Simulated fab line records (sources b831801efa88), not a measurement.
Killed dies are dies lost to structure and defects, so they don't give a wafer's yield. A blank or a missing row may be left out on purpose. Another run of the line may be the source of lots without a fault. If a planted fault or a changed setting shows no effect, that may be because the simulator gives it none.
Split-lot study    flow sfqLine    route with 325 steps; 5 lots, 23 wafers read

SPLIT DETAILS
At SFQ_TRILAYER_I5_LITHO_PEB_147 (peb time 60 s), the setting pebTimeS was moved away from the recipe's 60 s on 9 of the 23 wafers read, by -13.4% to +7.8%. All remaining wafers had this setting at the recipe value.

Split to reading: the file shows no intervening step.

THE READING
I5.cdNm (the simulator's own value, which no gauge read), in nm, at SFQ_TRILAYER_I5_BARC_OPEN_VIA_ETCH_200 (etches BARC in O2, target depth 125 nm, time 41.7 s). No usual value for it is given in the file. Average 700.1 nm, standard deviation 0.87 nm, over the 14 wafers here run with the recipe.

wafer   tool, chamber at the split  pebTimeS as run, s  against the recipe  I5.cdNm, nm  against lot-mates on the recipe
L074.1  lithoTrack-03, 0            60                  recipe              699.1        -
L074.2  lithoTrack-03, 0            60                  recipe              702          -
L074.3  lithoTrack-03, 0            60                  recipe              700.3        -
L074.5  lithoTrack-03, 0            60                  recipe              700.9        -
L074.6  lithoTrack-03, 0            60                  recipe              700.8        -
L075.1  lithoTrack-01, 0            62.8                +4.7%               705.8        +6.8
L075.2  lithoTrack-01, 0            60                  recipe              699.1        -
L075.3  lithoTrack-01, 0            62.8                +4.7%               704.8        +5.8
L075.5  lithoTrack-01, 0            62.8                +4.7%               704.7        +5.8
L075.6  lithoTrack-01, 0            60                  recipe              698.8        -
L078.1  lithoTrack-04, 0            64.71               +7.8%               710.5        +11.2
L078.2  lithoTrack-04, 0            64.71               +7.8%               711.2        +12.0
L078.3  lithoTrack-04, 0            60                  recipe              699          -
L078.4  lithoTrack-04, 0            64.71               +7.8%               711.7        +12.5
L078.5  lithoTrack-04, 0            60                  recipe              699.5        -
L079.2  lithoTrack-04, 0            60                  recipe              700.6        -
L079.4  lithoTrack-04, 0            60                  recipe              700.3        -
L079.6  lithoTrack-04, 0            60                  recipe              700.4        -
L082.2  lithoTrack-04, 0            60                  recipe              699.8        -
L082.3  lithoTrack-04, 0            51.93               -13.4%              679          -21.0
L082.4  lithoTrack-04, 0            51.93               -13.4%              678          -22.0
L082.5  lithoTrack-04, 0            60                  recipe              700.3        -
L082.6  lithoTrack-04, 0            51.93               -13.4%              679.4        -20.6

THE FIT
A straight line over all 23 wafers: I5.cdNm changes by +1.5 nm for each +1% of pebTimeS; r = +0.99; the points scatter about the line by 1.1 nm.
The same after taking each lot's own level away (the mean of its wafers on the recipe; 23 wafers): +1.54 nm for each +1%; r = +1.00; scatter 0.7 nm.
On that fit, the largest move of pebTimeS shifts the reading by 21 nm.
The span of the lots' own levels, 698.95 to 700.62 nm, comes to 1.9 times the standard deviation stated above.
The two slopes are in agreement: the lot-to-lot level therefore moves the slope only a little.
Check: for one of the wafers moved furthest among these (-13.4%), held out of the fit, the line's prediction against its lot-mates is -20.9 nm. It came out at -21 nm against them.

ADDITIONAL SPLITS CARRIED BY THESE WAFERS
Other splits were also applied to these wafers ahead of the reading. Each is held against what the fit with the lots' levels taken away leaves over:
other split on the same wafers                  wafers away from the commonest value  r with I5.cdNm (lot level and that fit taken away)
SFQ_TRILAYER_M5_LITHO_PEB_126 pebTempC          10                                    -0.09
SFQ_TRILAYER_A5B_DEP_PECVD_129 timeS            11                                    -0.14
SFQ_TRILAYER_R5_DEP_SPUTTER_133 timeS           8                                     +0.00
SFQ_TRILAYER_R5_BARC_OPEN_METAL_ETCH_177 timeS  5                                     -0.27

THE FILE'S OWN FIT
I5.cdNm changes by +1.55 nm for each +1% of pebTimeS, r = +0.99.
